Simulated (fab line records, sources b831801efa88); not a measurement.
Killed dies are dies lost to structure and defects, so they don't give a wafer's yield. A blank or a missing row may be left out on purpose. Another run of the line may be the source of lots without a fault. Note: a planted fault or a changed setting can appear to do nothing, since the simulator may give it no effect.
Which tool is to blame?    flow gf180mcu    42 wafers from 14 lots sampled at 3 of the route's 602 steps

WHAT EACH GAUGE READ, for each wafer
GF_V3_OVL_MEAS_15.
lot   measured      on          V3_OVL (nm)
L546  day 22 11:56  overlay-02  10 15 8
L547  day 22 21:17  overlay-02  8 2 3
L548  day 23 08:14  overlay-01  -6 0 -5
L549  day 23 13:17  overlay-01  -6 -2 -5
L550  day 24 02:59  overlay-02  -1 1 2
L551  day 24 06:20  overlay-01  6 5 4
L553  day 25 03:52  overlay-02  5 -6 -5
L554  day 25 08:38  overlay-01  -4 3 4
L556  day 26 06:02  overlay-01  13 8 10
L557  day 26 09:56  overlay-02  -2 1 2
L558  day 26 12:44  overlay-01  3 3 5
L560  day 27 07:02  overlay-01  -1 5 -6
L567  day 29 09:50  overlay-01  8 3 10
L568  day 29 23:17  overlay-01  -6 -9 0

TOOL THAT RAN EACH LOT (tool first, then ch and the chambers of the sampled wafers, then the start)
lot   GF_M3_SPUTTER_03             GF_V3_DEVELOP_13
L546  pvdSputter-01, day 20 10:14  lithoTrack-03 ch 0, day 22 11:41
L547  pvdSputter-04, day 20 20:05  lithoTrack-03 ch 0, day 22 21:01
L548  pvdSputter-01, day 21 08:16  lithoTrack-03 ch 0, day 23 07:59
L549  pvdSputter-01, day 21 12:21  lithoTrack-03 ch 0, day 23 13:02
L550  pvdSputter-01, day 22 02:58  lithoTrack-04 ch 0, day 24 02:46
L551  pvdSputter-03, day 22 07:25  lithoTrack-03 ch 0, day 24 06:04
L553  pvdSputter-01, day 23 04:34  lithoTrack-01 ch 0, day 25 03:38
L554  pvdSputter-03, day 23 10:22  lithoTrack-03 ch 0, day 25 08:25
L556  pvdSputter-03, day 24 09:17  lithoTrack-04 ch 0, day 26 05:46
L557  pvdSputter-04, day 24 13:11  lithoTrack-04 ch 0, day 26 09:34
L558  pvdSputter-01, day 24 16:12  lithoTrack-03 ch 0, day 26 12:29
L560  pvdSputter-03, day 25 11:02  lithoTrack-04 ch 0, day 27 06:46
L567  pvdSputter-03, day 27 16:54  lithoTrack-03 ch 0, day 29 09:37
L568  pvdSputter-01, day 28 07:16  lithoTrack-03 ch 0, day 29 23:02
- GF_M3_SPUTTER_03: material Ti, target thk 10 nm, time 6.7 s.
- GF_V3_DEVELOP_13: develop time 60 s.

AS READ BY THE TOOLS THEMSELVES (means over the sampled wafers that have a number; for cases with no such wafer, the mark the record gives instead)
GF_M3_SPUTTER_03.
lot   tool           throttleValvePct (%)
L546  pvdSputter-01  30.6
L547  pvdSputter-04  29.5
L548  pvdSputter-01  30.0
L549  pvdSputter-01  29.2
L550  pvdSputter-01  28.8
L551  pvdSputter-03  30.4
L553  pvdSputter-01  30.7
L554  pvdSputter-03  30.1
L556  pvdSputter-03  30.4
L557  pvdSputter-04  29.2
L558  pvdSputter-01  30.4
L560  pvdSputter-03  30.5
L567  pvdSputter-03  29.9
L568  pvdSputter-01  30.6

GF_V3_DEVELOP_13.
lot   tool           developerTempC (C)
L546  lithoTrack-03  21.03
L547  lithoTrack-03  21.03
L548  lithoTrack-03  20.92
L549  lithoTrack-03  21.05
L550  lithoTrack-04  20.92
L551  lithoTrack-03  21.02
L553  lithoTrack-01  20.95
L554  lithoTrack-03  21.01
L556  lithoTrack-04  21.08
L557  lithoTrack-04  21.04
L558  lithoTrack-03  21.00
L560  lithoTrack-04  21.05
L567  lithoTrack-03  20.11
L568  lithoTrack-03  20.16

THE ANSWER, worked out from the rows above alone
Rule: the lots themselves supply what counts as usual. The widest of any qualifying gaps counts: lots, ordered by their means at a reading, are off when they make up no more than a third of the lots, leave a main group of 4 or more, and stand apart from it by 3 or more times the standard deviation of that group's means. A main group whose means are all the same, to the digits that the tables above print for the reading, isn't used. A lot without any number at a reading at which 4 lots or more have one is off too. The other lots that the step has rows for count as sound. First the gauges in route order, then the tools' own readings, where a lot's mean is used as printed above. At the first step where some lot is off, the reading lying furthest off is the one used; lots without a number count as furthest.
Off: L567, L568, at GF_V3_DEVELOP_13 (developerTempC). The main group: mean 21.01 C, standard deviation 0.05.
If a tool, at that step or one of the process steps before it, ran each lot that is off and ran no sound lot following the first of them, it fits. One fits: GF_V3_DEVELOP_13 on lithoTrack-03. Its last sound lot is L558 (day 26 12:29), its first lot that is off L567 (day 29 09:37): a fault that began between those two fits.
The tool's own readings at GF_V3_DEVELOP_13 bear it out: on the lots that are off they differ by more than 5 times the standard deviation of the sound lots' means. developerTempC reads 20.13 C there against 21.01 C on the sound lots.

WHAT THE SIMULATOR PUT IN
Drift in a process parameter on lithoTrack-03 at GF_V3_DEVELOP_13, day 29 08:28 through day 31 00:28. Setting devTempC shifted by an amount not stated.
Struck lots among those shown: L567, L568. The rule above reached the same finding.
